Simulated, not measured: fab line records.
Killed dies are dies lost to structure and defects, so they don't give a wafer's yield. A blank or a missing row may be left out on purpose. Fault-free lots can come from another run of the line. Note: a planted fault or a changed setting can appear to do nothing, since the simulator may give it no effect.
One fault seen from 2 desks ; flow sky130 ; only its own numbers are on each desk; what lay behind them is given at the end

FOR THE TOOL OWNER'S DESK: lpcvd-01
The tool's own readings at SKY_POLY_GATE_CVD_00 (deposits poly-Si, target thk 180 nm, time 720 s): means of the sampled wafers that have a number, for each lot that ran on this tool. Marked OUT: a lot whose mean sits more than 4 standard deviations from the usual mean, which makes it out of limits; the brackets give that distance.
Columns: A = spike_tc_bottom_C at SKY_POLY_GATE_CVD_00, usual 643.7 C; B = spike_tc_centre_C at SKY_POLY_GATE_CVD_00, usual 620.6 C; C = spike_tc_lower_C at SKY_POLY_GATE_CVD_00, usual 619.4 C; D = spike_tc_upper_C at SKY_POLY_GATE_CVD_00, usual 619.3 C; E = susceptor_temp_C at SKY_POLY_GATE_CVD_00, usual 620.01 C; F = zone_power_upper_pct at SKY_POLY_GATE_CVD_00, usual 8.55 %
lot;first seen here;A;B;C;D;E;F
L987;day 14 13:40;643.3;621.1;620.8;618.5;619.98;8.41
L988;day 15 00:22;642.9;620.0;621.5;618.5;619.98;8.46
L992;day 16 16:48;644.1;621.4;619.4;618.5;620.01;8.46
L995;day 17 15:52;644.2;621.0;620.1;619.6;620.12;8.37
L996;day 17 15:52;642.6;620.1;617.8;620.1;620.09;8.75
L997;day 17 22:17;643.2;621.4;620.8;619.2;619.76;8.34
L999;day 18 20:32;643.5;620.3;619.2;620.3;619.59;8.68
L100;day 19 04:15;642.3;619.5;617.6;619.4;619.99;8.72
L101;day 19 21:16;639.1;614.5 (-6.1) OUT;614.8;613.9 (-4.5) OUT;614.70 (-20) OUT;8.26
L102;day 20 02:00;638.5 (-4.4) OUT;615.3 (-5.3) OUT;613.0 (-4.6) OUT;615.2;614.91 (-19) OUT;8.55
L103;day 20 08:27;638.2 (-4.6) OUT;615.0 (-5.6) OUT;612.6 (-4.9) OUT;614.7;614.93 (-19) OUT;8.66
This desk's verdict: out of limits on L101, L102, L103, starting with L101 at day 19 21:16 (spike_tc_centre_C at SKY_POLY_GATE_CVD_00). In limits: L987, L988, L992, L995, L996, L997, L999, L100.

AT THE METROLOGY DESK
Lot by lot, what the gauges showed, no matter which tool ran the lot: averages of those sampled wafers that carry a number. Marked OUT: a lot whose mean sits more than 4 standard deviations from the usual mean, which makes it out of limits; the brackets give that distance.
Columns: A = GATE_OXIDE_OVL at SKY_GATE_OXIDE_OVL_MEAS_10, usual 1.7 nm; B = POLY_GATE_CVD_00_THK at SKY_POLY_GATE_THK_MEAS_01, usual 179.8 nm; C = POLY_GATE_OXIDATION_THK at SKY_POLY_GATE_THK_MEAS_21, usual 4.00 nm
lot;first seen here;A;B;C
L987;day 14 11:38;1.5;180.5;4.00
L988;day 14 22:20;3.1;180.9;3.97
L992;day 16 13:43;1.6;176.6;4.01
L996;day 17 12:41;3.0;179.2;3.99
L995;day 17 12:46;2.5;176.7;3.94
L997;day 17 17:59;1.3;176.0;4.07
L999;day 18 16:38;0.5;180.2;4.00
L100;day 19 01:53;2.9;180.3;4.17
L101;day 19 19:02;1.3;157.7 (-12) OUT;4.08
L102;day 19 23:40;0.7;160.4 (-11) OUT;4.04
L103;day 20 06:25;-0.9;160.0 (-11) OUT;4.01
This desk's result: L101, L102, L103 out of limits, first on L101 (POLY_GATE_CVD_00_THK at SKY_POLY_GATE_THK_MEAS_01), day 19 22:28. In limits: L987, L988, L992, L996, L995, L997, L999, L100.

BROUGHT TOGETHER
An alarm could have come from the tool owner's desk at day 19 21:16, on L101, L102, L103.
Metrology desk: alarm possible at day 19 22:28 on L101, L102, L103.
Every lot named ran SKY_POLY_GATE_CVD_00 on lpcvd-01.

WHAT THE SIMULATOR PUT IN
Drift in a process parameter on lpcvd-01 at SKY_POLY_GATE_CVD_00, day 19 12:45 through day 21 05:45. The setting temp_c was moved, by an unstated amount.
Shown lots that were struck: L101, L102, L103.
Delay (hours) between the fault's onset and each desk's first out-of-limits reading: 9 at the tool owner's desk, 10 at the metrology desk.
